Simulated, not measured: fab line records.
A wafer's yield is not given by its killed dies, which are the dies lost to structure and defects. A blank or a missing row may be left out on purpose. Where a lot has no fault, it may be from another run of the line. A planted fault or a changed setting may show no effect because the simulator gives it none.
fab line records	flow sky130
[record] lots = 12	wafers = 36	last_day = 50
route steps=708 shown PASSIVATION@693 PAD_OPEN@696
lots that met no fault: taken from a fault-free run of the same line
start_h: hours from the record's opening day to when the first of the lot's shown wafers began	wait_h: time in hours since the lot's previous step	" same as the row above	L1.1+2: several wafers, shown together as one row	- either no value or no given start	* or withheld: withheld	< > ~ a bound
route shown NAME@n: NAME is a module with steps in the file, n the number in the route of the first one	usual: mean/standard deviation taken from wafers without a fault	same: alike in all rows	chamber/n: place in a boat	sites: each site's reading	_std_site: the standard deviation of these	_edge_site: the outer-site mean with the inner-site mean subtracted	radius_mm: how far each site lies from the wafer's centre	mask NAME#n: copy n	behind: tool/chamber where the wafer was last shaped	hold: why the lot was held/for how many hours/how that ended	device: the n, p or np transistor that did not switch	end of line: tests run on the same wafers once the route is complete	a step with no rows: only its recipe	killed: the dies lost at the first sort to structure and to defects; this is not the yield of the wafer	map: a wafer's dies, marking killed ones x, the rest . and places with no die _
set.NAME: the setting that was run; set.NAME@STEP: the one run at that earlier step	model.NAME: the simulator's own value behind a step, which no gauge read
a sample of lots followed through the steps of the route, with each step as a table and each wafer as a row
services: from which hour (start_h, from the record's first day; less than 0 if before it) a tool's chamber was out of use, for how many hours, and why
[[steps]]
[step SKY_PASSIVATION_STRIP_12]
[recipe] chemistry = O2/N2	power_w = 1400	pressure_mtorr = 1500	platen_temp_c = withheld	overash_fraction = 0.7	o2_flow_sccm = 3000	n2_flow_sccm = 300
[usual] drypump_motor_current_A = 5.7/0.6	oes_product_au = 0.661/0.0045	strip_time_to_endpoint_s = 31.48/0.15
lot.wafer	tool	chamber	start_h	wait_h	drypump_motor_current_A	oes_product_au	rf_hours_counter_h	strip_time_to_endpoint_s
L737.2	plasma_asher-01	0	1075.10	0.1	6.4	0.666	33	31.64
L737.3	"	0	"	"	6.4	0.655	-	31.46
L737.5	"	0	"	"	6.4	0.659	-	31.58
L740.2	plasma_asher-03	0	1086.77	0.1	4.9	0.661	96	31.44
L740.3	"	1	"	"	6.3	0.654	-	31.29
L740.4	"	0	"	"	4.9	0.655	-	31.58
L741.1	plasma_asher-03	0	1091.45	0.1	4.9	0.662	96	31.53
L741.3	"	1	"	"	6.3	0.652	-	31.61
L741.6	"	1	"	"	6.3	0.660	-	31.70
L742.2	plasma_asher-02	0	1099.62	0.1	4.9	0.655	66	31.47
L742.5	"	1	"	"	5.4	0.659	-	31.07
L742.6	"	0	"	"	4.9	0.659	-	31.44
L744.1	plasma_asher-01	1	1113.92	0.1	5.6	0.669	37	31.48
L744.5	"	0	"	"	6.4	0.666	-	31.00
L744.6	"	1	"	"	5.6	0.656	-	31.35
L745.2	plasma_asher-02	1	1115.85	0.2	5.4	0.669	68	31.64
L745.3	"	0	"	"	4.9	0.664	-	31.65
L745.5	"	1	"	"	5.4	0.665	-	31.70
L747.1	plasma_asher-01	0	1124.50	0.1	6.4	0.670	38	31.45
L747.2	"	1	"	"	5.6	0.660	38	31.41
L747.3	"	0	"	"	6.4	0.653	-	31.16
L750.1	plasma_asher-03	0	1141.72	0.1	4.9	0.656	101	31.46
L750.3	"	1	"	"	6.3	0.663	-	31.63
L750.5	"	1	"	"	6.3	0.652	-	31.45
L752.1	plasma_asher-03	0	1158.84	0.1	4.9	0.667	102	31.61
L752.3	"	0	"	"	4.9	0.654	-	31.26
L752.6	"	0	"	"	4.9	0.659	-	31.51
L755.2	plasma_asher-03	0	1165.82	0.1	4.9	0.663	103	31.64
L755.3	"	0	"	"	4.9	0.653	-	31.56
L755.6	"	0	"	"	4.9	0.660	-	31.32
L758.3	plasma_asher-01	1	1181.21	0.1	5.6	0.663	-	31.35
L758.4	"	0	"	"	6.3	0.661	-	31.46
L758.5	"	1	"	"	5.6	0.666	-	31.41
L757.2	plasma_asher-02	0	1184.15	0.1	4.9	0.663	74	31.22
L757.4	"	0	"	"	5.0	0.660	-	31.71
L757.5	"	0	"	"	5.0	0.663	-	31.43
[step SKY_PAD_OPEN_COAT_02]
[recipe] spin_rpm = 2000	resist_thk_nm = 3000
[usual] spin_speed_rpm = 2000.0/1.4
lot.wafer	tool	chamber	start_h	wait_h	spin_speed_rpm
L737.2	litho_track-02	0	1084.99	0.1	2000.9
L737.3	"	0	"	"	1998.2
L737.5	"	0	"	"	2000.6
L740.2	litho_track-02	0	1097.94	0.1	1998.9
L740.3	"	0	"	"	2001.6
L740.4	"	0	"	"	2001.1
L741.1	litho_track-02	0	1101.52	0.1	2001.0
L741.3	"	0	"	"	2001.4
L741.6	"	0	"	"	2002.2
L742.2	litho_track-02	0	1108.64	0.1	2000.6
L742.5	"	0	"	"	2000.7
L742.6	"	0	"	"	1999.3
L744.1	litho_track-02	0	1123.92	0.1	1996.5
L744.5	"	0	"	"	2000.8
L744.6	"	0	"	"	1999.4
L745.2	litho_track-02	0	1125.54	0.1	1999.5
L745.3	"	0	"	"	1998.3
L745.5	"	0	"	"	1999.6
L747.1	litho_track-01	0	1133.88	0.1	1998.4
L747.2	"	0	"	"	2000.6
L747.3	"	0	"	"	1998.5
L750.1	litho_track-02	0	1150.12	0.1	1999.9
L750.3	"	0	"	"	1997.5
L750.5	"	0	"	"	1996.6
L752.1	litho_track-02	0	1167.47	0.1	2039.0
L752.3	"	0	"	"	2039.5
L752.6	"	0	"	"	2040.4
L755.2	litho_track-02	0	1173.89	0.1	2039.1
L755.3	"	0	"	"	2041.4
L755.6	"	0	"	"	2038.0
L758.3	litho_track-01	0	1188.53	0.1	1999.8
L758.4	"	0	"	"	2000.4
L758.5	"	0	"	"	1998.8
L757.2	litho_track-04	0	1191.38	0.1	2000.6
L757.4	"	0	"	"	2000.0
L757.5	"	0	"	"	2000.1
[step SKY_PAD_OPEN_STRIP_08]
[recipe] chemistry = O2/N2	power_w = 1400	pressure_mtorr = 1500	platen_temp_c = withheld	overash_fraction = 0.7	o2_flow_sccm = 3000	n2_flow_sccm = 300
[usual] drypump_motor_current_A = 5.9/0.49	oes_product_au = 0.663/0.0051
lot.wafer	tool	chamber	start_h	wait_h	drypump_motor_current_A	oes_product_au	rf_hours_counter_h
L737.2	plasma_asher-03	0	1096.21	0.1	4.8	0.666	96
L737.3	"	0	"	"	4.9	0.662	-
L737.5	"	0	"	"	4.9	0.662	-
L740.2	plasma_asher-01	0	1107.61	0.1	6.4	0.662	36
L740.3	"	0	"	"	6.4	0.661	-
L740.4	"	1	"	"	5.6	0.668	-
L741.1	plasma_asher-04	1	1111.61	0.1	6.0	0.657	4
L741.3	"	1	"	"	6.0	0.657	-
L741.6	"	0	"	"	5.7	0.655	-
L742.2	plasma_asher-03	0	1119.51	0.1	4.9	0.668	99
L742.5	"	0	"	"	4.9	0.657	-
L742.6	"	1	"	"	6.3	0.667	-
L744.1	plasma_asher-03	1	1133.92	0.1	6.3	0.659	100
L744.5	"	0	"	"	4.9	0.661	-
L744.6	"	1	"	"	6.3	0.661	-
L745.2	plasma_asher-03	1	1135.26	0.1	6.3	0.661	100
L745.3	"	1	"	"	6.3	0.669	-
L745.5	"	1	"	"	6.3	0.664	-
L747.1	plasma_asher-04	1	1143.81	0.1	6.0	0.656	7
L747.2	"	0	"	"	5.7	0.655	7
L747.3	"	1	"	"	6.0	0.673	-
L750.1	plasma_asher-01	0	1159.51	0.1	6.4	0.664	41
L750.3	"	0	"	"	6.4	0.670	-
L750.5	"	1	"	"	5.6	0.656	-
L752.1	plasma_asher-01	0	1176.31	0.1	6.4	0.666	42
L752.3	"	1	"	"	5.6	0.666	-
L752.6	"	1	"	"	5.6	0.673	-
L755.2	plasma_asher-01	0	1183.01	0.1	6.4	0.673	43
L755.3	"	0	"	"	6.4	0.658	-
L755.6	"	1	"	"	5.6	0.663	-
L758.3	plasma_asher-01	0	1196.47	0.1	6.4	0.662	-
L758.4	"	1	"	"	5.6	0.664	-
L758.5	"	0	"	"	6.4	0.668	-
L757.2	plasma_asher-01	0	1199.66	0.1	6.4	0.668	45
L757.4	"	0	"	"	6.4	0.669	-
L757.5	"	0	"	"	6.4	0.663	-
[step SKY_PAD_OPEN_BOW_MEAS_13]
[recipe] mode = bow
[usual] PAD_OPEN_BOW = 48/8.1
lot.wafer	tool	chamber	start_h	wait_h	PAD_OPEN_BOW[um]
L737.2	film_metro-01	-	1098.33	-	47
L737.3	"	-	"	"	44
L737.5	"	-	"	"	63
L740.2	film_metro-04	-	1110.52	-	46
L740.3	"	-	"	"	44
L740.4	"	-	"	"	50
L741.1	film_metro-04	-	1114.82	-	50
L741.3	"	-	"	"	42
L741.6	"	-	"	"	53
L742.2	film_metro-04	-	1121.62	-	42
L742.5	"	-	"	"	54
L742.6	"	-	"	"	44
L744.1	film_metro-02	-	1136.05	-	42
L744.5	"	-	"	"	40
L744.6	"	-	"	"	43
L745.2	film_metro-04	-	1137.41	-	41
L745.3	"	-	"	"	46
L745.5	"	-	"	"	45
L747.1	film_metro-04	-	1145.90	-	59
L747.2	"	-	"	"	68
L747.3	"	-	"	"	54
L750.1	film_metro-02	-	1162.75	-	50
L750.3	"	-	"	"	61
L750.5	"	-	"	"	56
L752.1	film_metro-02	-	1178.44	-	56
L752.3	"	-	"	"	57
L752.6	"	-	"	"	57
L755.2	film_metro-02	-	1185.16	-	41
L755.3	"	-	"	"	42
L755.6	"	-	"	"	52
L758.3	film_metro-01	-	1198.63	-	58
L758.4	"	-	"	"	49
L758.5	"	-	"	"	49
L757.2	film_metro-01	-	1201.83	-	60
L757.4	"	-	"	"	49
L757.5	"	-	"	"	49
[step SKY_PAD_OPEN_PROBE_99]
[usual] defect_limited_yield = 82.3/1.8	killed_at_M0_to_M3 = 43/7	killed_at_M4_up = 3.1/1.9	killed_at_contacts = 25/6.1	killed_at_front_end = 15/4.5	killed_at_other = 0.3/0.55	killed_dies = 87/8.9	killed_on_rim = 17/4	killed_open = 47/6.4	killed_short = 40/6.6	sort_bin_3_pad_short = 0.9/0.42	sort_bin_5_function = 10.4/1.4	sort_bin_6_memory = 6.5/1.1	sort_n_pass = 405/8.9	sort_yield_pct = 82.3/1.8
[same] gross_dies = 492	killed_at_back_side = 0	sort_bin_4_leakage[%] = 0	sort_bin_8_speed[%] = 0
lot.wafer	tool	chamber	start_h	wait_h	defect_limited_yield[%]	killed_at_M0_to_M3	killed_at_M4_up	killed_at_contacts	killed_at_front_end	killed_at_other	killed_dies	killed_on_rim	killed_open	killed_short	sort_bin_3_pad_short[%]	sort_bin_5_function[%]	sort_bin_6_memory[%]	sort_n_pass	sort_yield_pct[%]
L737.2	prober-01	-	1098.48	0.1	82.7	46	3	20	16	0	85	21	45	39	0.6	10.8	5.9	407	82.7
L737.3	prober-01	-	1098.53	0.2	81.3	56	3	22	11	0	92	18	40	50	1.4	10.0	7.3	400	81.3
L737.5	prober-01	-	1098.63	0.2	79.7	62	2	23	12	1	100	23	58	41	1.0	12.6	6.7	392	79.7
L740.2	prober-02	-	1110.67	0.1	82.3	48	4	21	14	0	87	15	52	35	1.2	10.0	6.5	405	82.3
L740.3	prober-02	-	1110.72	0.2	83.3	34	3	18	27	0	82	15	45	37	0.6	9.6	6.5	410	83.3
L740.4	prober-02	-	1110.77	0.2	83.9	40	0	21	18	0	79	11	38	41	0.4	9.6	6.1	413	83.9
L741.1	prober-01	-	1114.94	0.1	81.5	54	2	17	17	1	91	18	47	42	1.2	8.9	8.3	401	81.5
L741.3	prober-01	-	1115.04	0.2	83.9	46	1	22	9	1	79	13	49	29	0.6	9.6	5.9	413	83.9
L741.6	prober-01	-	1115.19	0.2	83.1	42	3	20	18	0	83	13	57	25	0.6	9.6	6.7	409	83.1
L742.2	prober-02	-	1121.77	0.1	80.3	44	2	29	22	0	97	21	45	50	1.0	11.0	7.7	395	80.3
L742.5	prober-02	-	1121.92	0.2	86.6	32	9	12	13	0	66	14	36	28	1.0	6.9	5.5	426	86.6
L742.6	prober-02	-	1121.97	0.2	82.9	43	2	27	11	1	84	14	43	41	0.6	8.9	7.5	408	82.9
L744.1	prober-02	-	1136.17	0.1	81.5	44	2	29	16	0	91	22	56	35	0.8	11.6	6.1	401	81.5
L744.5	prober-02	-	1136.37	0.2	84.8	28	3	32	12	0	75	15	44	31	0.6	7.1	7.5	417	84.8
L744.6	prober-02	-	1136.42	0.2	81.1	51	6	25	11	0	93	23	52	41	1.0	10.4	7.5	399	81.1
L745.2	prober-01	-	1137.56	0.1	78.0	65	5	24	14	0	108	28	61	47	0.8	11.4	9.8	384	78.0
L745.3	prober-01	-	1137.61	0.2	82.3	44	3	27	13	0	87	19	47	40	1.6	10.0	6.1	405	82.3
L745.5	prober-01	-	1137.71	0.2	80.5	47	6	29	14	0	96	17	55	41	1.2	11.8	6.5	396	80.5
L747.1	prober-01	-	1146.02	0.1	85.2	43	4	16	10	0	73	18	42	31	0.2	10.4	4.3	419	85.2
L747.2	prober-01	-	1146.07	0.1	85.6	45	1	17	7	1	71	13	36	34	0.6	7.5	6.3	421	85.6
L747.3	prober-01	-	1146.12	0.2	84.8	29	1	24	21	0	75	14	37	37	1.2	9.3	4.7	417	84.8
L750.1	prober-02	-	1162.87	0.1	82.3	49	3	22	12	1	87	26	46	38	0.8	10.4	6.5	405	82.3
L750.3	prober-02	-	1162.97	0.2	82.9	38	4	25	16	1	84	21	47	37	1.8	10.0	5.3	408	82.9
L750.5	prober-02	-	1163.07	0.2	81.5	48	4	27	12	0	91	21	55	36	0.6	10.2	7.7	401	81.5
L752.1	prober-02	-	1178.56	0.1	80.7	53	1	24	17	0	95	21	49	46	0.6	12.0	6.7	397	80.7
L752.3	prober-02	-	1178.66	0.2	83.1	44	2	21	14	2	83	13	39	44	2.2	9.6	5.1	409	83.1
L752.6	prober-02	-	1178.81	0.2	82.3	46	3	22	16	0	87	15	44	43	2.0	10.8	4.9	405	82.3
L755.2	prober-01	-	1185.31	0.1	81.3	36	8	30	18	0	92	19	47	44	1.0	8.3	9.3	400	81.3
L755.3	prober-01	-	1185.36	0.2	84.3	42	2	23	10	0	77	20	36	41	0.2	8.7	6.7	415	84.3
L755.6	prober-01	-	1185.51	0.2	83.5	36	2	32	11	0	81	13	44	37	0.2	10.8	5.5	411	83.5
L758.3	prober-01	-	1198.81	0.2	82.5	45	3	24	14	0	86	14	37	48	1.2	10.0	6.3	406	82.5
L758.4	prober-01	-	1198.86	0.2	81.9	44	2	25	18	0	89	18	52	37	1.2	10.4	6.5	403	81.9
L758.5	prober-01	-	1198.91	0.2	86.8	39	5	13	8	0	65	16	41	24	0.2	8.7	4.3	427	86.8
L757.2	prober-02	-	1201.98	0.1	83.1	38	5	21	19	0	83	16	43	40	1.2	9.1	6.5	409	83.1
L757.4	prober-02	-	1202.08	0.2	81.3	41	4	31	16	0	92	15	45	47	1.2	11.8	5.7	400	81.3
L757.5	prober-02	-	1202.13	0.2	80.1	42	1	27	27	1	98	22	53	45	0.6	12.4	6.9	394	80.1
// killed by level:class
L737.2 VIA1:geometric_particle:open=12 VIA2:geometric_particle:open=11 CONTACT:geometric_particle:open=10 CONTACT:geometric_particle:short=6 FIELD_ISO:geometric_particle:open=5 VIA1:geometric_particle:short=5 METAL2:geometric_particle:short=4 VIA3:geometric_particle:open=4
L737.3 VIA1:geometric_particle:open=12 VIA1:geometric_particle:short=12 VIA2:geometric_particle:open=8 METAL3:geometric_particle:short=6 CONTACT:geometric_particle:open=5 VIA2:geometric_particle:short=4 LI_CONTACT:geometric_particle:open=4 LOCAL_INTERCONNECT:geometric_particle:short=4
L737.5 VIA1:geometric_particle:open=17 CONTACT:geometric_particle:open=13 VIA1:geometric_particle:short=10 VIA3:geometric_particle:open=8 METAL2:geometric_particle:short=7 FIELD_ISO:geometric_particle:open=6 VIA3:geometric_particle:short=6 VIA2:geometric_particle:open=5
L740.2 CONTACT:geometric_particle:open=12 VIA1:geometric_particle:open=10 METAL2:geometric_particle:short=10 FIELD_ISO:geometric_particle:open=8 METAL1:geometric_particle:short=6 VIA3:geometric_particle:open=6 VIA2:geometric_particle:open=4 LI_CONTACT:geometric_particle:open=3
L740.3 VIA1:geometric_particle:open=10 FIELD_ISO:geometric_particle:short=9 CONTACT:geometric_particle:open=9 FIELD_ISO:geometric_particle:open=6 VIA3:geometric_particle:short=6 VIA1:geometric_particle:short=5 POLY_GATE:geometric_particle:short=4 POLY_GATE:geometric_particle:open=4
L740.4 VIA3:geometric_particle:open=9 FIELD_ISO:geometric_particle:short=7 CONTACT:geometric_particle:short=7 CONTACT:geometric_particle:open=6 VIA1:geometric_particle:open=6 METAL1:geometric_particle:short=6 METAL2:geometric_particle:short=6 FIELD_ISO:geometric_particle:open=5
L741.1 VIA1:geometric_particle:open=13 METAL2:geometric_particle:short=9 VIA3:geometric_particle:open=8 VIA1:geometric_particle:short=6 VIA2:geometric_particle:short=6 CONTACT:geometric_particle:open=5 FIELD_ISO:geometric_particle:open=4 LOCAL_INTERCONNECT:geometric_particle:short=4
L741.3 VIA1:geometric_particle:open=13 VIA3:geometric_particle:open=9 VIA2:geometric_particle:open=8 CONTACT:geometric_particle:open=8 LI_CONTACT:geometric_particle:open=6 METAL2:geometric_particle:short=5 CONTACT:geometric_particle:short=4 POLY_GATE:geometric_particle:open=3
L741.6 CONTACT:geometric_particle:open=11 METAL2:geometric_particle:short=8 VIA1:geometric_particle:open=8 VIA2:geometric_particle:open=7 LI_CONTACT:geometric_particle:open=7 POLY_GATE:geometric_particle:open=6 VIA3:geometric_particle:open=6 POLY_GATE:geometric_particle:short=4
L742.2 CONTACT:geometric_particle:open=9 VIA1:geometric_particle:open=8 FIELD_ISO:geometric_particle:short=7 VIA2:geometric_particle:short=7 CONTACT:geometric_particle:short=6 LI_CONTACT:geometric_particle:open=6 LOCAL_INTERCONNECT:geometric_particle:short=5 POLY_GATE:geometric_particle:short=5
L742.5 VIA1:geometric_particle:open=6 METAL2:geometric_particle:short=6 VIA3:geometric_particle:open=6 METAL4:geometric_particle:short=6 FIELD_ISO:geometric_particle:open=5 CONTACT:geometric_particle:open=5 VIA2:geometric_particle:open=5 LI_CONTACT:geometric_particle:open=3
L742.6 CONTACT:geometric_particle:open=11 LI_CONTACT:geometric_particle:open=7 VIA1:geometric_particle:open=7 VIA2:geometric_particle:open=7 METAL1:geometric_particle:short=6 VIA1:geometric_particle:short=5 METAL3:geometric_particle:short=5 CONTACT:geometric_particle:short=4
L744.1 CONTACT:geometric_particle:open=14 VIA1:geometric_particle:open=14 LI_CONTACT:geometric_particle:open=8 FIELD_ISO:geometric_particle:open=7 METAL3:geometric_particle:short=7 VIA3:geometric_particle:short=6 LOCAL_INTERCONNECT:geometric_particle:short=5 METAL2:geometric_particle:short=4
L744.5 LI_CONTACT:geometric_particle:open=12 CONTACT:geometric_particle:open=12 VIA1:geometric_particle:open=10 FIELD_ISO:geometric_particle:short=6 VIA1:geometric_particle:short=4 METAL2:geometric_particle:short=4 VIA3:geometric_particle:open=4 LI_CONTACT:geometric_particle:short=3
L744.6 CONTACT:geometric_particle:open=12 VIA1:geometric_particle:open=11 VIA1:geometric_particle:short=10 VIA3:geometric_particle:open=9 METAL2:geometric_particle:short=6 FIELD_ISO:geometric_particle:open=5 METAL1:geometric_particle:short=4 VIA2:geometric_particle:open=4
L745.2 VIA1:geometric_particle:open=22 VIA1:geometric_particle:short=12 CONTACT:geometric_particle:short=10 VIA2:geometric_particle:open=9 VIA3:geometric_particle:open=8 LI_CONTACT:geometric_particle:open=5 CONTACT:geometric_particle:open=5 METAL1:geometric_particle:short=4
L745.3 VIA1:geometric_particle:open=18 VIA3:geometric_particle:open=8 CONTACT:geometric_particle:open=7 LI_CONTACT:geometric_particle:open=6 CONTACT:geometric_particle:short=6 LOCAL_INTERCONNECT:geometric_particle:short=5 POLY_GATE:geometric_particle:short=4 METAL1:geometric_particle:short=4
L745.5 VIA1:geometric_particle:open=14 CONTACT:geometric_particle:open=12 CONTACT:geometric_particle:short=9 VIA2:geometric_particle:open=7 VIA3:geometric_particle:open=7 METAL2:geometric_particle:short=5 LI_CONTACT:geometric_particle:open=4 FIELD_ISO:geometric_particle:open=3
L747.1 VIA1:geometric_particle:open=11 METAL2:geometric_particle:short=7 LI_CONTACT:geometric_particle:open=6 CONTACT:geometric_particle:open=5 METAL1:geometric_particle:short=5 VIA2:geometric_particle:open=5 FIELD_ISO:geometric_particle:open=4 VIA3:geometric_particle:open=3
L747.2 VIA2:geometric_particle:open=11 LI_CONTACT:geometric_particle:open=7 METAL1:geometric_particle:short=6 VIA1:geometric_particle:open=6 METAL2:geometric_particle:short=5 VIA3:geometric_particle:open=5 CONTACT:geometric_particle:open=4 VIA1:geometric_particle:short=4
L747.3 CONTACT:geometric_particle:open=8 POLY_GATE:geometric_particle:open=6 CONTACT:geometric_particle:short=6 VIA2:geometric_particle:open=6 POLY_GATE:geometric_particle:short=4 LOCAL_INTERCONNECT:geometric_particle:short=4 VIA1:geometric_particle:short=4 VIA1:geometric_particle:open=4
L750.1 VIA1:geometric_particle:open=11 VIA2:geometric_particle:open=9 VIA3:geometric_particle:open=9 METAL1:geometric_particle:short=7 LOCAL_INTERCONNECT:geometric_particle:short=6 CONTACT:geometric_particle:open=6 CONTACT:geometric_particle:short=5 LI_CONTACT:geometric_particle:open=4
L750.3 CONTACT:geometric_particle:open=10 VIA1:geometric_particle:open=10 VIA2:geometric_particle:open=7 FIELD_ISO:geometric_particle:open=6 LOCAL_INTERCONNECT:geometric_particle:short=6 CONTACT:geometric_particle:short=4 METAL1:geometric_particle:short=4 POLY_GATE:geometric_particle:short=3
L750.5 LI_CONTACT:geometric_particle:open=11 VIA1:geometric_particle:open=9 VIA2:geometric_particle:open=8 VIA3:geometric_particle:open=8 VIA1:geometric_particle:short=7 CONTACT:geometric_particle:open=7 METAL1:geometric_particle:short=7 POLY_GATE:geometric_particle:short=4
L752.1 CONTACT:geometric_particle:open=8 VIA1:geometric_particle:open=8 METAL2:geometric_particle:short=8 LI_CONTACT:geometric_particle:open=7 VIA1:geometric_particle:short=7 VIA2:geometric_particle:open=7 FIELD_ISO:geometric_particle:open=5 POLY_GATE:geometric_particle:short=5
L752.3 VIA2:geometric_particle:open=7 FIELD_ISO:geometric_particle:open=6 CONTACT:geometric_particle:short=6 VIA3:geometric_particle:open=6 METAL2:geometric_particle:short=6 CONTACT:geometric_particle:open=5 METAL1:geometric_particle:short=5 VIA1:geometric_particle:short=5
L752.6 VIA1:geometric_particle:open=14 FIELD_ISO:geometric_particle:short=7 CONTACT:geometric_particle:short=6 VIA1:geometric_particle:short=6 LI_CONTACT:geometric_particle:open=5 CONTACT:geometric_particle:open=5 VIA2:geometric_particle:open=5 FIELD_ISO:geometric_particle:open=4
L755.2 CONTACT:geometric_particle:open=10 LI_CONTACT:geometric_particle:open=8 CONTACT:geometric_particle:short=7 VIA1:geometric_particle:open=7 FIELD_ISO:geometric_particle:short=6 METAL4:geometric_particle:short=6 METAL1:geometric_particle:short=5 POLY_GATE:geometric_particle:short=4
L755.3 CONTACT:geometric_particle:open=10 METAL2:geometric_particle:short=9 LI_CONTACT:geometric_particle:open=6 VIA1:geometric_particle:short=6 VIA1:geometric_particle:open=6 VIA3:geometric_particle:open=6 LOCAL_INTERCONNECT:geometric_particle:short=5 FIELD_ISO:geometric_particle:short=4
L755.6 CONTACT:geometric_particle:open=13 VIA1:geometric_particle:open=8 LI_CONTACT:geometric_particle:open=7 VIA3:geometric_particle:open=7 CONTACT:geometric_particle:short=5 METAL2:geometric_particle:short=5 LOCAL_INTERCONNECT:geometric_particle:short=4 FIELD_ISO:geometric_particle:open=3
L758.3 VIA1:geometric_particle:short=9 VIA2:geometric_particle:open=9 VIA1:geometric_particle:open=8 CONTACT:geometric_particle:short=8 METAL2:geometric_particle:short=7 LOCAL_INTERCONNECT:geometric_particle:short=6 FIELD_ISO:geometric_particle:open=5 VIA3:geometric_particle:short=5
L758.4 VIA1:geometric_particle:open=18 CONTACT:geometric_particle:open=12 POLY_GATE:geometric_particle:short=6 VIA3:geometric_particle:open=6 LOCAL_INTERCONNECT:geometric_particle:short=5 FIELD_ISO:geometric_particle:short=4 VIA2:geometric_particle:open=4 FIELD_ISO:geometric_particle:open=3
L758.5 VIA1:geometric_particle:open=9 CONTACT:geometric_particle:open=9 VIA2:geometric_particle:open=8 VIA3:geometric_particle:open=6 METAL2:geometric_particle:short=4 METAL3:geometric_particle:short=3 METAL1:geometric_particle:short=3 METAL4:geometric_particle:short=3
L757.2 POLY_GATE:geometric_particle:short=7 LI_CONTACT:geometric_particle:open=7 CONTACT:geometric_particle:open=7 VIA1:geometric_particle:open=6 METAL1:geometric_particle:short=6 VIA2:geometric_particle:open=6 METAL2:geometric_particle:short=6 FIELD_ISO:geometric_particle:open=5
L757.4 VIA1:geometric_particle:open=14 CONTACT:geometric_particle:open=12 CONTACT:geometric_particle:short=11 FIELD_ISO:geometric_particle:short=7 POLY_GATE:geometric_particle:short=4 LI_CONTACT:geometric_particle:open=4 VIA3:geometric_particle:open=4 VIA2:geometric_particle:short=4
L757.5 CONTACT:geometric_particle:open=9 VIA2:geometric_particle:open=9 POLY_GATE:geometric_particle:short=8 LI_CONTACT:geometric_particle:open=8 METAL2:geometric_particle:short=8 FIELD_ISO:geometric_particle:open=7 VIA1:geometric_particle:open=6 CONTACT:geometric_particle:short=6
[[services]]
tool	chamber	start_h	hours	kind
plasma_asher-04	-	1055.25	9.0	pm
plasma_asher-04	0	1055.25	9.0	vent_cycle
plasma_asher-04	1	1055.25	9.0	vent_cycle
plasma_asher-04	0	1064.25	-	clean
plasma_asher-04	1	1064.25	-	clean
[[key]]
[first_sign] step = SKY_PAD_OPEN_COAT_02	reading = spin_speed_rpm	direction = up	sigmas = 29	usual = 2000.0	struck = 2039.6
effect none on later readings
met_at SKY_PAD_OPEN_COAT_02
struck_lots L752,L755
not_acting_at SKY_PASSIVATION_STRIP_12,SKY_PAD_OPEN_STRIP_08,SKY_PAD_OPEN_BOW_MEAS_13
onset_between 1150.12 1167.47
[fault] kind = process_parameter_drift	tool = litho_track-02	chamber = -	onset_h = 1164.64	steps = SKY_PAD_OPEN_COAT_02	channel = spin_rpm	offset = 39.94	shape = step	end_h = 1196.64	acts_in = these_recipes_only	stated = 2000
